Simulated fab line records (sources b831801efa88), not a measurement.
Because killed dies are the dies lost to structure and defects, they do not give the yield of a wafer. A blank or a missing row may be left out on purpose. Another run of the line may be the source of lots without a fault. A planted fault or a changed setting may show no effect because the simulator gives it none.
fab line records -- flow sky130
record lots=5, wafers=15, lastDay=50
route steps=708 shown CONTACT@426 METAL1@434 PAD_OPEN@708
lots that met no fault: from a run of the same line without faults
startH: hours from the record's opening day to when the first of the lot's shown wafers began -- waitH: how many hours have passed since the lot's step before this one -- " unchanged from the row above -- L1.1+2: a row that stands for several wafers -- - no value, or no start given -- * or withheld: withheld -- < > ~ a bound
route shown NAME@n: names a module that has steps shown in the file, with the first one's number in the route -- usual: mean/standard deviation of fault-free wafers -- same: alike in all rows -- chamber/n: place in a boat -- sites: each site's reading -- _std_site: the standard deviation of these -- _edge_site: inner sites' mean taken away from outer sites' mean -- radiusMm: for every site, how far away it sits from the centre of the wafer -- mask NAME#n: copy n -- behind: the most recent tool/chamber to have shaped the wafer -- hold: what put the lot on hold/how long, in hours/how the hold closed -- device: the n, p or np transistor that did not switch -- end of line: tests of these same wafers at the route's end -- a step without rows: its recipe alone -- killed: not the wafer's yield, but the dies lost to structure and defects at the first sort -- map: dies across one wafer; x = killed, . = not, _ = none there
set.NAME: the setting as run; set.NAME@STEP: as run at that earlier step -- model.NAME: the simulator's own value behind a step, which no gauge read
certain route steps with their lots: each step a table, each wafer a row
services: a tool's chamber out of use, with start hour (startH, from the record's first day; less than 0 if before it), hours out, and reason
## steps
# step SKY_CONTACT_STRIP_20
# recipe chemistry=postEtchResidueRemover, timeS=1200, tempC=72.5
# step SKY_CONTACT_CLEAN_21
# recipe chemistry=IPA, timeS=180, tempC=25
# step SKY_CONTACT_CLEAN_22
# recipe chemistry=O3/DIW, dry=n2Spin
# step SKY_CONTACT_SPUTTER_23
# recipe material=TiN, targetThkNm=20, chamberPressurePa=5, powerW=4000, timeS=80
# usual throttleValvePct=30.1/1.3
# same timeS=80
lot.wafer,tool,chamber,startH,waitH,throttleValvePct
L119.2,pvdSputter-03,-,747.98,0.0,30.5
L119.3,pvdSputter-03,-,747.98,0.0,31.1
L119.6,pvdSputter-03,-,747.98,0.0,29.8
L124.1,pvdSputter-02,-,786.79,0.0,29.4
L124.2,pvdSputter-02,-,786.79,0.0,31.5
L124.6,pvdSputter-02,-,786.79,0.0,27.7
L133.1,pvdSputter-02,-,863.39,0.0,30.5
L133.5,pvdSputter-02,-,863.39,0.0,30.5
L133.6,pvdSputter-02,-,863.39,0.0,29.0
L137.1,pvdSputter-02,-,890.02,0.0,30.8
L137.2,pvdSputter-02,-,890.02,0.0,27.8
L137.3,pvdSputter-02,-,890.02,0.0,31.3
L138.1,pvdSputter-01,-,891.59,0.0,31.4
L138.2,pvdSputter-01,-,891.59,0.0,30.2
L138.4,pvdSputter-01,-,891.59,0.0,27.5
# step SKY_CONTACT_CVD_24
# recipe material=W, targetThkNm=340, timeS=102.12, tempC=400, pressureTorr=40
# step SKY_CONTACT_RS_MEAS_25
# recipe thkMeasGauge=four-point-probe, reads=W_of_CONTACT_CVD_24+TiN_of_CONTACT_SPUTTER_23
# usual CONTACT_W_RS=0.337/0.0032
lot.wafer,tool,chamber,startH,waitH,CONTACT_W_RS[ohm/sq]
L119.2,filmMetro-03,-,748.17,0.1,0.338
L119.3,filmMetro-03,-,748.17,0.1,0.337
L119.6,filmMetro-03,-,748.17,0.1,0.332
L124.1,filmMetro-03,-,786.96,0.1,0.340
L124.2,filmMetro-03,-,786.96,0.1,0.340
L124.6,filmMetro-03,-,786.96,0.1,0.335
L133.1,filmMetro-01,-,863.56,0.1,0.341
L133.5,filmMetro-01,-,863.56,0.1,0.339
L133.6,filmMetro-01,-,863.56,0.1,0.340
L137.1,filmMetro-04,-,890.19,0.1,0.339
L137.2,filmMetro-04,-,890.19,0.1,0.337
L137.3,filmMetro-04,-,890.19,0.1,0.338
L138.1,filmMetro-04,-,891.87,0.2,0.344
L138.2,filmMetro-04,-,891.87,0.2,0.340
L138.4,filmMetro-04,-,891.87,0.2,0.341
# step SKY_CONTACT_THK_MEAS_26
# recipe thkMeasGauge=xrf, reads=W_of_CONTACT_CVD_24
# usual CONTACT_W_THK=351/4.6
lot.wafer,tool,chamber,startH,waitH,CONTACT_W_THK[nm]
L119.2,filmMetro-03,-,748.28,0.1,348
L119.3,filmMetro-03,-,748.28,0.1,349
L119.6,filmMetro-03,-,748.28,0.1,354
L124.1,filmMetro-03,-,787.08,0.1,340
L124.2,filmMetro-03,-,787.08,0.1,341
L124.6,filmMetro-03,-,787.08,0.1,343
L133.1,filmMetro-01,-,863.68,0.1,347
L133.5,filmMetro-01,-,863.68,0.1,351
L133.6,filmMetro-01,-,863.68,0.1,347
L137.1,filmMetro-04,-,890.31,0.1,347
L137.2,filmMetro-04,-,890.31,0.1,351
L137.3,filmMetro-04,-,890.31,0.1,351
L138.1,filmMetro-04,-,891.99,0.1,343
L138.2,filmMetro-04,-,891.99,0.1,348
L138.4,filmMetro-04,-,891.99,0.1,348
# step SKY_CONTACT_CMP_27
# recipe stopOn=SiO2, tOverpolishS=15, downForcePsi=3.5, platenRpm=60, targetThkNm=0, padVelocityMS=0.94248
# step SKY_METAL1_SPUTTER_00
# recipe material=Ti, targetThkNm=15, powerW=3000, timeS=10, chamberPressurePa=0.4
# usual throttleValvePct=30.1/1.4
# same timeS=10
lot.wafer,tool,chamber,startH,waitH,throttleValvePct
L119.2,pvdSputter-01,-,748.63,0.1,30.1
L119.3,pvdSputter-01,-,748.63,0.1,31.8
L119.6,pvdSputter-01,-,748.63,0.1,31.5
L124.1,pvdSputter-02,-,787.44,0.2,31.6
L124.2,pvdSputter-02,-,787.44,0.2,30.5
L124.6,pvdSputter-02,-,787.44,0.2,31.3
L133.1,pvdSputter-01,-,864.04,0.1,30.2
L133.5,pvdSputter-01,-,864.04,0.1,32.1
L133.6,pvdSputter-01,-,864.04,0.1,31.4
L137.1,pvdSputter-02,-,890.67,0.1,27.6
L137.2,pvdSputter-02,-,890.67,0.1,30.8
L137.3,pvdSputter-02,-,890.67,0.1,29.1
L138.1,pvdSputter-02,-,892.35,0.2,27.7
L138.2,pvdSputter-02,-,892.35,0.2,29.2
L138.4,pvdSputter-02,-,892.35,0.2,31.5
# step SKY_METAL1_SPUTTER_01
# recipe material=TiN, targetThkNm=20, powerW=6500, timeS=16.2, chamberPressurePa=0.4
# usual throttleValvePct=30.1/1.4
# same timeS=16.2
lot.wafer,tool,chamber,startH,waitH,throttleValvePct
L119.2,pvdSputter-01,-,748.65,0.0,30.1
L119.3,pvdSputter-01,-,748.65,0.0,31.9
L119.6,pvdSputter-01,-,748.65,0.0,31.4
L124.1,pvdSputter-02,-,787.46,0.0,31.4
L124.2,pvdSputter-02,-,787.46,0.0,30.5
L124.6,pvdSputter-02,-,787.46,0.0,31.2
L133.1,pvdSputter-01,-,864.06,0.0,30.1
L133.5,pvdSputter-01,-,864.06,0.0,31.9
L133.6,pvdSputter-01,-,864.06,0.0,31.6
L137.1,pvdSputter-02,-,890.69,0.0,27.6
L137.2,pvdSputter-02,-,890.69,0.0,30.6
L137.3,pvdSputter-02,-,890.69,0.0,29.5
L138.1,pvdSputter-02,-,892.37,0.0,27.6
L138.2,pvdSputter-02,-,892.37,0.0,29.3
L138.4,pvdSputter-02,-,892.37,0.0,31.4
# step SKY_METAL1_SPUTTER_02
# recipe material=AlCu, targetThkNm=250, powerW=10600, timeS=13.3, chamberPressurePa=0.4
# step SKY_METAL1_SPUTTER_03
# recipe material=Ti, targetThkNm=5, powerW=3000, timeS=3.3, chamberPressurePa=0.4
# step SKY_METAL1_SPUTTER_04
# recipe material=TiN, targetThkNm=70, powerW=6500, timeS=58.3, chamberPressurePa=0.4
# usual throttleValvePct=30.1/1.4
# same timeS=58.3
lot.wafer,tool,chamber,startH,waitH,throttleValvePct
L119.2,pvdSputter-01,-,748.72,0.0,30.1
L119.3,pvdSputter-01,-,748.72,0.0,31.8
L119.6,pvdSputter-01,-,748.72,0.0,31.2
L124.1,pvdSputter-02,-,787.53,0.0,31.2
L124.2,pvdSputter-02,-,787.53,0.0,31.0
L124.6,pvdSputter-02,-,787.53,0.0,31.3
L133.1,pvdSputter-01,-,864.13,0.0,29.8
L133.5,pvdSputter-01,-,864.13,0.0,32.0
L133.6,pvdSputter-01,-,864.13,0.0,31.3
L137.1,pvdSputter-02,-,890.76,0.0,27.5
L137.2,pvdSputter-02,-,890.76,0.0,30.8
L137.3,pvdSputter-02,-,890.76,0.0,29.2
L138.1,pvdSputter-02,-,892.44,0.0,28.0
L138.2,pvdSputter-02,-,892.44,0.0,29.3
L138.4,pvdSputter-02,-,892.44,0.0,31.8
# step SKY_METAL1_RS_MEAS_05
# recipe thkMeasGauge=four-point-probe, reads=TiN_of_METAL1_SPUTTER_04+Ti_of_METAL1_SPUTTER_03+AlCu_of_METAL1_SPUTTER_02+TiN_of_METAL1_SPUTTER_01+Ti_of_METAL1_SPUTTER_00
# usual METAL1_ALCU_RS=0.1272/0.0012
lot.wafer,tool,chamber,startH,waitH,METAL1_ALCU_RS[ohm/sq]
L119.2,filmMetro-03,-,748.79,0.0,0.1291
L119.3,filmMetro-03,-,748.79,0.0,0.1285
L119.6,filmMetro-03,-,748.79,0.0,0.1275
L124.1,filmMetro-04,-,787.58,0.0,0.1273
L124.2,filmMetro-04,-,787.58,0.0,0.1264
L124.6,filmMetro-04,-,787.58,0.0,0.1260
L133.1,filmMetro-04,-,864.18,0.0,0.1274
L133.5,filmMetro-04,-,864.18,0.0,0.1281
L133.6,filmMetro-04,-,864.18,0.0,0.1271
L137.1,filmMetro-04,-,890.81,0.0,0.1269
L137.2,filmMetro-04,-,890.81,0.0,0.1270
L137.3,filmMetro-04,-,890.81,0.0,0.1275
L138.1,filmMetro-04,-,892.49,0.0,0.1270
L138.2,filmMetro-04,-,892.49,0.0,0.1274
L138.4,filmMetro-04,-,892.49,0.0,0.1281
# step SKY_METAL1_THK_MEAS_06
# recipe thkMeasGauge=xrf, reads=AlCu_of_METAL1_SPUTTER_02
# usual METAL1_ALCU_THK=249.1/2.5
lot.wafer,tool,chamber,startH,waitH,METAL1_ALCU_THK[nm]
L119.2,filmMetro-03,-,748.90,0.1,245.9
L119.3,filmMetro-03,-,748.90,0.1,246.3
L119.6,filmMetro-03,-,748.90,0.1,247.7
L124.1,filmMetro-04,-,787.70,0.1,249.3
L124.2,filmMetro-04,-,787.70,0.1,249.6
L124.6,filmMetro-04,-,787.70,0.1,250.9
L133.1,filmMetro-04,-,864.30,0.1,254.0
L133.5,filmMetro-04,-,864.30,0.1,252.8
L133.6,filmMetro-04,-,864.30,0.1,255.5
L137.1,filmMetro-04,-,890.93,0.1,251.5
L137.2,filmMetro-04,-,890.93,0.1,251.0
L137.3,filmMetro-04,-,890.93,0.1,248.8
L138.1,filmMetro-04,-,892.61,0.1,249.1
L138.2,filmMetro-04,-,892.61,0.1,250.2
L138.4,filmMetro-04,-,892.61,0.1,247.1
# step SKY_METAL1_DEHYDRATE_07
# recipe tempC=200, timeS=60
# step SKY_METAL1_HMDS_08
# recipe primeTimeS=60, primeTempC=120
# step SKY_METAL1_COAT_09
# recipe resist=BARC, tempC=withheld, timeS=withheld, spinRpm=3000, resistThkNm=60
# step SKY_METAL1_COAT_10
# recipe resist=KrF-thick, spinRpm=3000, resistThkNm=450
# step SKY_METAL1_SOFTBAKE_11
# recipe tempC=100, timeS=90, resist=KrF-thick
# step SKY_METAL1_EXPOSE_12
# recipe maskId=MM1, na=0.8, sourceShape=annular, sigmaInner=0.55, sigmaOuter=0.85, targetCdNm=140, doseMj=28
# step SKY_METAL1_PEB_13
# recipe pebTempC=withheld, pebTimeS=withheld, resist=KrF-thick
# step SKY_METAL1_DEVELOP_14
# recipe developTimeS=60, resist=KrF-thick, devTempC=21
# step SKY_METAL1_CD_MEAS_15
# recipe targetCdNm=140
# usual cdNm=139.4/1.4
lot.wafer,tool,chamber,startH,waitH,cdNm
L119.2,cdSem-01,-,775.98,-,142.9
L119.3,cdSem-01,-,775.98,-,141.4
L119.6,cdSem-01,-,775.98,-,141.0
L124.1,cdSem-02,-,814.31,-,139.5
L124.2,cdSem-02,-,814.31,-,140.0
L124.6,cdSem-02,-,814.31,-,140.2
L133.1,cdSem-02,-,890.06,-,138.8
L133.5,cdSem-02,-,890.06,-,138.9
L133.6,cdSem-02,-,890.06,-,139.6
L137.1,cdSem-02,-,915.49,-,137.3
L137.2,cdSem-02,-,915.49,-,137.5
L137.3,cdSem-02,-,915.49,-,136.6
L138.1,cdSem-02,-,917.48,-,138.0
L138.2,cdSem-02,-,917.48,-,137.3
L138.4,cdSem-02,-,917.48,-,139.8
# step SKY_METAL1_OVL_MEAS_16
# usual METAL1_OVL=-2/6.2
lot.wafer,tool,chamber,startH,waitH,METAL1_OVL[nm]
L119.2,overlay-01,-,776.09,0.1,3
L119.3,overlay-01,-,776.09,0.1,-5
L119.6,overlay-01,-,776.09,0.1,-2
L124.1,overlay-02,-,814.43,0.1,-1
L124.2,overlay-02,-,814.43,0.1,-1
L124.6,overlay-02,-,814.43,0.1,-3
L133.1,overlay-02,-,890.18,0.1,-2
L133.5,overlay-02,-,890.18,0.1,3
L133.6,overlay-02,-,890.18,0.1,2
L137.1,overlay-01,-,915.61,0.1,0
L137.2,overlay-01,-,915.61,0.1,-3
L137.3,overlay-01,-,915.61,0.1,-7
L138.1,overlay-01,-,917.60,0.1,5
L138.2,overlay-01,-,917.60,0.1,1
L138.4,overlay-01,-,917.60,0.1,-2
# step SKY_METAL1_DESCUM_17
# recipe chemistry=O2, sourcePowerW=150, biasPowerW=0, pressureMtorr=10, tempC=40, timeS=8
# step SKY_METAL1_ETCH_18
# recipe chemistry=N2/H2, target=BARC, ionEnergyEv=200, biasW=100, pressureMtorr=30, n2FlowSccm=100, h2FlowSccm=200, icpW=500, stopOn=SiO2, timeS=45.9, targetDepthA=600
# usual drypumpMotorCurrentA=5.5/0.52, oesProductAu=0.853/0.0047, throttleValvePct=13.224/0.0094
# same timeS=45.9
lot.wafer,tool,chamber,startH,waitH,drypumpMotorCurrentA,oesProductAu,rfHoursCounterH,throttleValvePct
L119.2,rieMetal-03,1,776.15,0.0,5.0,0.848,9,13.231
L119.3,rieMetal-03,1,776.15,0.0,5.1,0.862,-,13.236
L119.6,rieMetal-03,0,776.15,0.0,5.7,0.856,-,13.227
L124.1,rieMetal-03,0,814.50,0.0,5.7,0.849,4,13.222
L124.2,rieMetal-03,1,814.50,0.0,5.0,0.849,11,13.241
L124.6,rieMetal-03,0,814.50,0.0,5.7,0.853,-,13.220
L133.1,rieMetal-03,0,890.25,0.0,5.7,0.849,7,13.228
L133.5,rieMetal-03,0,890.25,0.0,5.7,0.857,-,13.230
L133.6,rieMetal-03,1,890.25,0.0,5.0,0.856,-,13.230
L137.1,rieMetal-03,0,915.68,0.0,5.8,0.850,9,13.235
L137.2,rieMetal-03,1,915.68,0.0,5.0,0.854,16,13.234
L137.3,rieMetal-03,1,915.68,0.0,5.0,0.847,-,13.219
L138.1,rieMetal-01,1,917.70,0.1,5.7,0.847,0,13.216
L138.2,rieMetal-01,1,917.70,0.1,5.7,0.857,-,13.226
L138.4,rieMetal-01,1,917.70,0.1,5.7,0.856,-,13.231
# step SKY_METAL1_METAL_ETCH_19
# recipe targetDepthA=3600, stopOn=SiO2, overEtchFrac=0.3, timeS=78, chemistry=Cl2/BCl3, resistSidewallDeg=88, pressureMtorr=10, icpW=900, biasW=48.5, Cl2_flow_sccm=60, bcl3FlowSccm=30
# usual drypumpMotorCurrentA=5.5/0.52, oesProductAu=0.853/0.0048, throttleValvePct=22.265/0.0085
# same timeS=78
lot.wafer,tool,chamber,startH,waitH,drypumpMotorCurrentA,oesProductAu,rfHoursCounterH,throttleValvePct
L119.2,rieMetal-03,1,776.21,0.0,5.0,0.846,10,22.257
L119.3,rieMetal-03,1,776.21,0.0,5.0,0.846,-,22.268
L119.6,rieMetal-03,0,776.21,0.0,5.7,0.850,-,22.278
L124.1,rieMetal-03,0,814.56,0.0,5.8,0.855,4,22.283
L124.2,rieMetal-03,1,814.56,0.0,5.0,0.854,11,22.269
L124.6,rieMetal-03,0,814.56,0.0,5.7,0.850,-,22.272
L133.1,rieMetal-03,0,890.31,0.0,5.7,0.841,7,22.269
L133.5,rieMetal-03,0,890.31,0.0,5.7,0.837,-,22.271
L133.6,rieMetal-03,1,890.31,0.0,5.0,0.829,-,22.265
L137.1,rieMetal-03,0,915.74,0.0,5.7,0.854,9,22.258
L137.2,rieMetal-03,1,915.74,0.0,5.0,0.847,16,22.270
L137.3,rieMetal-03,1,915.74,0.0,5.0,0.846,-,22.260
L138.1,rieMetal-01,1,917.82,0.1,5.7,0.865,0,22.255
L138.2,rieMetal-01,1,917.82,0.1,5.7,0.849,-,22.272
L138.4,rieMetal-01,1,917.82,0.1,5.7,0.846,-,22.274
# step SKY_METAL1_STRIP_20
# recipe chemistry=O2/N2, powerW=1400, pressureMtorr=1500, platenTempC=withheld, o2FlowSccm=3000, n2FlowSccm=300, overashFraction=0.5
# usual drypumpMotorCurrentA=5.7/0.4, oesProductAu=0.342/0.0049, stripTimeToEndpointS=2.670/0.03
lot.wafer,tool,chamber,startH,waitH,drypumpMotorCurrentA,oesProductAu,rfHoursCounterH,stripTimeToEndpointS
L119.2,plasmaAsher-03,0,776.30,0.1,5.7,0.338,3,2.690
L119.3,plasmaAsher-03,1,776.30,0.1,5.3,0.344,-,2.659
L119.6,plasmaAsher-03,0,776.30,0.1,5.7,0.353,-,2.711
L124.1,plasmaAsher-03,1,814.65,0.1,5.2,0.345,7,2.681
L124.2,plasmaAsher-03,0,814.65,0.1,5.7,0.340,7,2.654
L124.6,plasmaAsher-03,0,814.65,0.1,5.7,0.334,-,2.700
L133.1,plasmaAsher-02,0,890.40,0.1,5.3,0.335,77,2.675
L133.5,plasmaAsher-02,1,890.40,0.1,6.1,0.342,-,2.702
L133.6,plasmaAsher-02,0,890.40,0.1,5.3,0.335,-,2.669
L137.1,plasmaAsher-03,0,915.83,0.1,5.7,0.338,18,2.598
L137.2,plasmaAsher-03,1,915.83,0.1,5.2,0.337,18,2.591
L137.3,plasmaAsher-03,1,915.83,0.1,5.2,0.337,-,2.598
L138.1,plasmaAsher-04,1,918.00,0.1,6.3,0.344,109,2.716
L138.2,plasmaAsher-04,0,918.00,0.1,5.6,0.338,109,2.716
L138.4,plasmaAsher-04,1,918.00,0.1,6.3,0.341,-,2.673
# step SKY_PAD_OPEN_PROBE_99
# usual defectLimitedYield=82.2/1.7, killed_at_M0_to_M3=44/6.3, killed_at_M4_up=3.1/2, killedAtContacts=24/4.8, killedAtFrontEnd=15/4.6, killedAtOther=0.2/0.51, killedDies=87/8.4, killedOpen=48/6.4, killedShort=39/5.9, sort_bin_3_pad_short=0.9/0.41, sort_bin_5_function=10.5/1.4, sort_bin_6_memory=6.3/1.1, sortNPass=405/8.4, sortYieldPct=82.2/1.7
# same grossDies=492, killedAtBackSide=0, sort_bin_4_leakage[%]=0, sort_bin_8_speed[%]=0
lot.wafer,tool,chamber,startH,waitH,defectLimitedYield[%],killed_at_M0_to_M3,killed_at_M4_up,killedAtContacts,killedAtFrontEnd,killedAtOther,killedDies,killedOpen,killedShort,sort_bin_3_pad_short[%],sort_bin_5_function[%],sort_bin_6_memory[%],sortNPass,sortYieldPct[%]
L133.1,prober-02,-,1169.26,0.1,79.7,49,1,28,21,1,100,51,48,0.8,12.2,7.3,392,79.7
L133.5,prober-02,-,1169.46,0.2,83.1,40,3,25,14,1,83,49,34,1.0,10.6,5.3,409,83.1
L133.6,prober-02,-,1169.51,0.2,80.9,45,4,22,23,0,94,44,50,1.8,12.0,5.3,398,80.9
L137.1,prober-02,-,1187.95,0.1,83.1,42,0,30,11,0,83,40,43,1.6,9.8,5.5,409,83.1
L137.2,prober-02,-,1188.00,0.1,82.3,43,3,24,17,0,87,53,34,1.6,9.1,6.9,405,82.3
L137.3,prober-02,-,1188.05,0.2,82.5,48,3,24,11,0,86,47,39,1.4,11.0,5.1,406,82.5
# killed by level:class
L133.1 METAL1:geometricParticle:short=11 LI_CONTACT:geometricParticle:open=10 METAL3:geometricParticle:short=9 CONTACT:geometricParticle:open=8 FIELD_ISO:geometricParticle:open=7 VIA3:geometricParticle:open=7 POLY_GATE:geometricParticle:open=6 CONTACT:geometricParticle:short=6
L133.5 VIA1:geometricParticle:open=10 VIA2:geometricParticle:open=10 METAL2:geometricParticle:short=8 CONTACT:geometricParticle:open=7 LI_CONTACT:geometricParticle:open=6 LI_CONTACT:geometricParticle:short=5 VIA3:geometricParticle:open=5 FIELD_ISO:geometricParticle:open=4
L133.6 VIA1:geometricParticle:open=8 METAL2:geometricParticle:short=8 VIA1:geometricParticle:short=7 POLY_GATE:geometricParticle:open=6 CONTACT:geometricParticle:open=6 CONTACT:geometricParticle:short=6 LI_CONTACT:geometricParticle:open=5 METAL1:geometricParticle:short=5
L137.1 CONTACT:geometricParticle:open=11 VIA3:geometricParticle:open=7 METAL1:geometricParticle:short=7 LI_CONTACT:geometricParticle:open=6 CONTACT:geometricParticle:short=6 METAL2:geometricParticle:short=6 VIA2:geometricParticle:open=4 VIA1:geometricParticle:open=4
L137.2 VIA2:geometricParticle:open=9 CONTACT:geometricParticle:open=8 VIA1:geometricParticle:open=8 FIELD_ISO:geometricParticle:open=6 VIA3:geometricParticle:open=6 LI_CONTACT:geometricParticle:open=5 LOCAL_INTERCONNECT:geometricParticle:short=5 METAL2:geometricParticle:short=5
L137.3 CONTACT:geometricParticle:open=12 VIA1:geometricParticle:open=12 METAL1:geometricParticle:short=8 FIELD_ISO:geometricParticle:short=6 VIA3:geometricParticle:open=5 VIA1:geometricParticle:short=5 CONTACT:geometricParticle:short=4 VIA2:geometricParticle:open=4
## services
tool,chamber,startH,hours,kind
plasmaAsher-03,-,726.33,2.0,repair
plasmaAsher-04,-,727.83,0.9,repair
plasmaAsher-03,-,733.75,9.0,pm
rieMetal-03,-,739.18,14.6,pm
plasmaAsher-04,-,741.54,3.8,repair
pvdSputter-02,-,751.22,4.7,repair
pvdSputter-01,1,757.86,-,consumableReplace:kit
pvdSputter-01,1,757.86,18.0,scheduledDown
plasmaAsher-04,-,764.80,9.6,repair
plasmaAsher-03,-,765.52,0.5,repair
rieMetal-01,-,814.11,3.6,repair
pvdSputter-02,0,820.18,-,consumableReplace:kit
pvdSputter-02,0,820.18,18.0,scheduledDown
pvdSputter-02,0,820.18,18.0,ventCycle
plasmaAsher-03,-,857.49,4.1,repair
plasmaAsher-04,-,862.17,14.6,pm
pvdSputter-01,-,865.20,1.9,repair
rieMetal-03,-,868.31,2.8,pm
pvdSputter-01,-,887.18,3.8,repair
rieMetal-03,-,902.52,1.4,pm
pvdSputter-02,-,903.76,0.9,repair
plasmaAsher-03,-,904.30,2.8,pm
pvdSputter-03,-,911.61,21.2,repair
pvdSputter-01,-,914.43,2.3,repair
## key
firstSign step=SKY_METAL1_METAL_ETCH_19, reading=oesProductAu, direction=down, sigmas=3.6, usual=0.853, struck=0.836
effect none on later readings
metAt SKY_METAL1_SPUTTER_04
struckWafers L133.1,L133.5,L133.6
onsetBetween 748.72 864.13
alsoFits SKY_METAL1_SPUTTER_00:pvdSputter-01,SKY_METAL1_SPUTTER_01:pvdSputter-01
fault kind=siteProfileDrift, tool=pvdSputter-01, chamber=-, onsetH=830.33, steps=SKY_METAL1_SPUTTER_04, basis=fraction, maxAbsDrift=0.43728, slopeSharePerHr=97.173, sitePattern=0,0,0,0,0,-1,-1,-1,-1
